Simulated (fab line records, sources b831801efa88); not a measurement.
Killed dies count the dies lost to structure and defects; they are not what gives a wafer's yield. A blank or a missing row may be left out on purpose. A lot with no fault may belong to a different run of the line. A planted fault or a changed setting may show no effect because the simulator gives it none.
Code-filled problem report in 8D (eight disciplines) form | flow sky130 | the parts of the form that need people (team, actions taken, sign-off) are left out

== 1. WHAT IS WRONG ==
killed-at-front-end at SKY_PAD_OPEN_PROBE_99 reads a mean of 54 on 6 wafers of 2 lots; wafers without a fault read 15 with a standard deviation of 4.3. Measured from the usual mean, that is +9.0 standard deviations.
The first sign was on wafer L315.4 at day 48 10:58, on prober-02. Wafers with a number at this step in the record: 39, from 13 lots. By rule, "out" or "out of limits" means more than 4 standard deviations away from the usual mean. Any other wafer with a number is counted as sound.

== 2. WHAT IT IS, AND WHAT IT ISN'T ==
question                    | is                     | is not
which readings at this step | killed-at-front-end    | killed_at_M0_to_M3, killed_at_M4_up, killed-at-contacts, killed-short
which lots                  | L315, L316             | L305, L306, L307, L314, L317, L319, L320, L321, L324, L325, L327
which wafers of those lots  | all that have a number | -
read on which tools         | prober-01, prober-02   | -
when                        | from day 48 10:58      | up to then (12 sound wafers); but 21 sound wafers of L317, L319, L320, L321, L324, L325, L327 came after

== 3. THE SUSPECTS, EACH WITH WHAT RULES IT OUT ==
Counting: a tool at any process step up to the reading remains a suspect when it ran all the lots that are out and ran no sound lot after the first of those.
- wet-bench-04 at SKY_FIELD_ISO_WET_ETCH_28 (etches SiO2 in dHF, target depth 23.7 nm, time 47 s): kept. It ran every lot that is out, first L315 (day 4 17:32), and no sound lot after that.
- pvd-sputter-02 at SKY_METAL4_SPUTTER_01 (material TiN, target thk 20 nm, time 16.7 s): ruled out as a lasting fault. Sound lots L319, L324 ran on it after its first lot that is out, L315 (day 42 22:20).
- pvd-sputter-02 at SKY_METAL4_SPUTTER_02 (material AlCu, target thk 735 nm, time 39.1 s): ruled out as a lasting fault. Sound lots L319, L324 ran on it after its first lot that is out, L315 (day 42 22:22).
The count leaves wet-bench-04 at SKY_FIELD_ISO_WET_ETCH_28.

== 4. THE CAUSE (what the simulator had put in) ==
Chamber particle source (wet-bench-04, SKY_FIELD_ISO_WET_ETCH_28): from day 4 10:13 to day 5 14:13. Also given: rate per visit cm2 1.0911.
Counting left only this tool.

== 5. THE EFFECT CHAIN, in route order ==
One row per reading whose mean, taken over the struck wafers that have a number, lies over 3 standard deviations from the usual. Only readings for which the record gives a usual standard deviation are gone through. hours: the time from each lot's start at the first step in this table that gives one to its start at this step, as a median over the lots. sigmas: the change in usual standard deviations.
hours | step                  | reading             | usual | on struck wafers | change | sigmas
0     | SKY_PAD_OPEN_PROBE_99 | killed-at-front-end | 15    | 54               | +39    | +9.0
0     | SKY_PAD_OPEN_PROBE_99 | killed-dies         | 87    | 122              | +35    | +3.2
Here are the process steps it includes:
- SKY_PAD_OPEN_PROBE_99

== 6. WHAT WOULD HAVE CAUGHT IT SOONER ==
In this record no reading fell out of limits until day 48 10:58, 1057 hours after the fault had begun at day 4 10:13.
All the lots that are out (2) had begun SKY_FIELD_ISO_WET_ETCH_28 on wet-bench-04 by day 48 10:58. None of them would have been spared by holding the tool at that moment.
